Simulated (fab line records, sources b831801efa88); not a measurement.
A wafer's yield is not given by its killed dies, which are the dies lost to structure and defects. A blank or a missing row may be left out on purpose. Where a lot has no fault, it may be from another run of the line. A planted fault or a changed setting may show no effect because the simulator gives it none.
What tool caused it? :: flow sfqLine :: 42 wafers from 14 lots sampled at 2 of the route's 325 steps

== WHAT THE GAUGES READ, wafer by wafer ==
The record lacks any reading of a measuring or inspecting step that a usual standard deviation could be used to judge.

== EACH LOT AND THE TOOL THAT RAN IT (in order: tool; ch and the chambers of the sampled wafers; start) ==
lot: L664
SFQ_TRILAYER_I1_VIA_LITHO_COAT_054: lithoTrack-02 ch 0, day 21 23:41
SFQ_TRILAYER_I1_VIA_BARC_OPEN_VIA_ETCH_071: rieDiel-02 ch 0,1,3, day 27 20:04

lot: L666
SFQ_TRILAYER_I1_VIA_LITHO_COAT_054: lithoTrack-01 ch 0, day 23 21:40
SFQ_TRILAYER_I1_VIA_BARC_OPEN_VIA_ETCH_071: rieDiel-02 ch 0,2,3, day 27 22:28

lot: L668
SFQ_TRILAYER_I1_VIA_LITHO_COAT_054: lithoTrack-01 ch 0, day 25 04:19
SFQ_TRILAYER_I1_VIA_BARC_OPEN_VIA_ETCH_071: rieDiel-02 ch 0,2,3, day 28 00:52

lot: L669
SFQ_TRILAYER_I1_VIA_LITHO_COAT_054: lithoTrack-02 ch 0, day 25 15:40
SFQ_TRILAYER_I1_VIA_BARC_OPEN_VIA_ETCH_071: rieDiel-04 ch 0,2,3, day 28 02:04

lot: L678
SFQ_TRILAYER_I1_VIA_LITHO_COAT_054: lithoTrack-02 ch 0, day 29 12:11
SFQ_TRILAYER_I1_VIA_BARC_OPEN_VIA_ETCH_071: rieDiel-01 ch 1,2,3, day 35 15:16

lot: L679
SFQ_TRILAYER_I1_VIA_LITHO_COAT_054: lithoTrack-02 ch 0, day 29 21:08
SFQ_TRILAYER_I1_VIA_BARC_OPEN_VIA_ETCH_071: rieDiel-01 ch 0,2, day 36 00:52

lot: L680
SFQ_TRILAYER_I1_VIA_LITHO_COAT_054: lithoTrack-03 ch 0, day 29 23:44
SFQ_TRILAYER_I1_VIA_BARC_OPEN_VIA_ETCH_071: rieDiel-04 ch 0,3, day 36 03:40

lot: L681
SFQ_TRILAYER_I1_VIA_LITHO_COAT_054: lithoTrack-01 ch 0, day 30 05:44
SFQ_TRILAYER_I1_VIA_BARC_OPEN_VIA_ETCH_071: rieDiel-01 ch 0,1, day 36 08:28

lot: L682
SFQ_TRILAYER_I1_VIA_LITHO_COAT_054: lithoTrack-03 ch 0, day 30 06:05
SFQ_TRILAYER_I1_VIA_BARC_OPEN_VIA_ETCH_071: rieDiel-04 ch 0,1,3, day 36 09:40

lot: L683
SFQ_TRILAYER_I1_VIA_LITHO_COAT_054: lithoTrack-03 ch 0, day 32 04:04
SFQ_TRILAYER_I1_VIA_BARC_OPEN_VIA_ETCH_071: rieDiel-01 ch 1,2, day 37 19:23

lot: L684
SFQ_TRILAYER_I1_VIA_LITHO_COAT_054: lithoTrack-03 ch 0, day 33 13:26
SFQ_TRILAYER_I1_VIA_BARC_OPEN_VIA_ETCH_071: rieDiel-01 ch 0,1,2, day 39 00:23

lot: L685
SFQ_TRILAYER_I1_VIA_LITHO_COAT_054: lithoTrack-01 ch 0, day 33 19:26
SFQ_TRILAYER_I1_VIA_BARC_OPEN_VIA_ETCH_071: rieDiel-04 ch 0,1,3, day 39 05:11

lot: L686
SFQ_TRILAYER_I1_VIA_LITHO_COAT_054: lithoTrack-02 ch 0, day 34 02:56
SFQ_TRILAYER_I1_VIA_BARC_OPEN_VIA_ETCH_071: rieDiel-04 ch 2,3, day 39 15:59

lot: L687
SFQ_TRILAYER_I1_VIA_LITHO_COAT_054: lithoTrack-03 ch 0, day 34 10:29
SFQ_TRILAYER_I1_VIA_BARC_OPEN_VIA_ETCH_071: rieDiel-02 ch 0,2,3, day 40 01:35
- SFQ_TRILAYER_I1_VIA_LITHO_COAT_054: resist thk 62 nm.
- SFQ_TRILAYER_I1_VIA_BARC_OPEN_VIA_ETCH_071: etches BARC in O2, target depth 125 nm, time 41.7 s.

== AS READ BY THE TOOLS THEMSELVES (means over the sampled wafers that have a number; for cases with no such wafer, the mark the record gives instead) ==
SFQ_TRILAYER_I1_VIA_LITHO_COAT_054. Usual: chillPlateTempC 23.00 C, standard deviation 0.13.
lot: L664
tool: lithoTrack-02
chillPlateTempC (C): 23.03
flag: 

lot: L666
tool: lithoTrack-01
chillPlateTempC (C): 22.97
flag: 

lot: L668
tool: lithoTrack-01
chillPlateTempC (C): 22.99
flag: 

lot: L669
tool: lithoTrack-02
chillPlateTempC (C): 23.10
flag: 

lot: L678
tool: lithoTrack-02
chillPlateTempC (C): 23.05
flag: 

lot: L679
tool: lithoTrack-02
chillPlateTempC (C): 22.94
flag: 

lot: L680
tool: lithoTrack-03
chillPlateTempC (C): 22.94
flag: 

lot: L681
tool: lithoTrack-01
chillPlateTempC (C): 23.06
flag: 

lot: L682
tool: lithoTrack-03
chillPlateTempC (C): 23.01
flag: 

lot: L683
tool: lithoTrack-03
chillPlateTempC (C): 23.03
flag: 

lot: L684
tool: lithoTrack-03
chillPlateTempC (C): 22.91
flag: 

lot: L685
tool: lithoTrack-01
chillPlateTempC (C): 23.07
flag: 

lot: L686
tool: lithoTrack-02
chillPlateTempC (C): 23.09
flag: 

lot: L687
tool: lithoTrack-03
chillPlateTempC (C): 22.97
flag: 

SFQ_TRILAYER_I1_VIA_BARC_OPEN_VIA_ETCH_071. Usual: drypumpMotorCurrentA 5.56 A, standard deviation 0.24; oesProductAu 0.685 a.u., standard deviation 0.0052.
lot: L664
tool: rieDiel-02
drypumpMotorCurrentA (A): 5.66
oesProductAu (a.u.): 0.684
flag: 

lot: L666
tool: rieDiel-02
drypumpMotorCurrentA (A): 5.59
oesProductAu (a.u.): 0.681
flag: 

lot: L668
tool: rieDiel-02
drypumpMotorCurrentA (A): 5.61
oesProductAu (a.u.): 0.688
flag: 

lot: L669
tool: rieDiel-04
drypumpMotorCurrentA (A): 5.47
oesProductAu (a.u.): 0.684
flag: 

lot: L678
tool: rieDiel-01
drypumpMotorCurrentA (A): 5.55
oesProductAu (a.u.): 0.735
flag: OFF

lot: L679
tool: rieDiel-01
drypumpMotorCurrentA (A): 5.31
oesProductAu (a.u.): 0.737
flag: OFF

lot: L680
tool: rieDiel-04
drypumpMotorCurrentA (A): 5.69
oesProductAu (a.u.): 0.680
flag: 

lot: L681
tool: rieDiel-01
drypumpMotorCurrentA (A): 5.41
oesProductAu (a.u.): 0.687
flag: 

lot: L682
tool: rieDiel-04
drypumpMotorCurrentA (A): 5.71
oesProductAu (a.u.): 0.683
flag: 

lot: L683
tool: rieDiel-01
drypumpMotorCurrentA (A): 5.52
oesProductAu (a.u.): 0.685
flag: 

lot: L684
tool: rieDiel-01
drypumpMotorCurrentA (A): 5.36
oesProductAu (a.u.): 0.684
flag: 

lot: L685
tool: rieDiel-04
drypumpMotorCurrentA (A): 5.72
oesProductAu (a.u.): 0.685
flag: 

lot: L686
tool: rieDiel-04
drypumpMotorCurrentA (A): 5.29
oesProductAu (a.u.): 0.686
flag: 

lot: L687
tool: rieDiel-02
drypumpMotorCurrentA (A): 5.58
oesProductAu (a.u.): 0.681
flag: 

== THE ANSWER, worked out from the rows above alone ==
Rule: lot off if the mean of its wafers having a number is beyond 3 standard deviations from the usual mean. A lot without any number at a reading at which 4 lots or more have one is off too. The other lots that the step has rows for count as sound. First the gauges in route order, then the tools' own readings, where a lot's mean is used as printed above. At the first step where some lot is off, the reading lying furthest off is the one used; lots without a number count as furthest.
Off at SFQ_TRILAYER_I1_VIA_BARC_OPEN_VIA_ETCH_071 (oesProductAu): L678, L679.
A tool fits if, at that step or a process step before it, it ran every lot that is off, and no sound lot after the first of them. Not one of the candidates tried fits.

== WHAT THE SIMULATOR HAD PUT IN ==
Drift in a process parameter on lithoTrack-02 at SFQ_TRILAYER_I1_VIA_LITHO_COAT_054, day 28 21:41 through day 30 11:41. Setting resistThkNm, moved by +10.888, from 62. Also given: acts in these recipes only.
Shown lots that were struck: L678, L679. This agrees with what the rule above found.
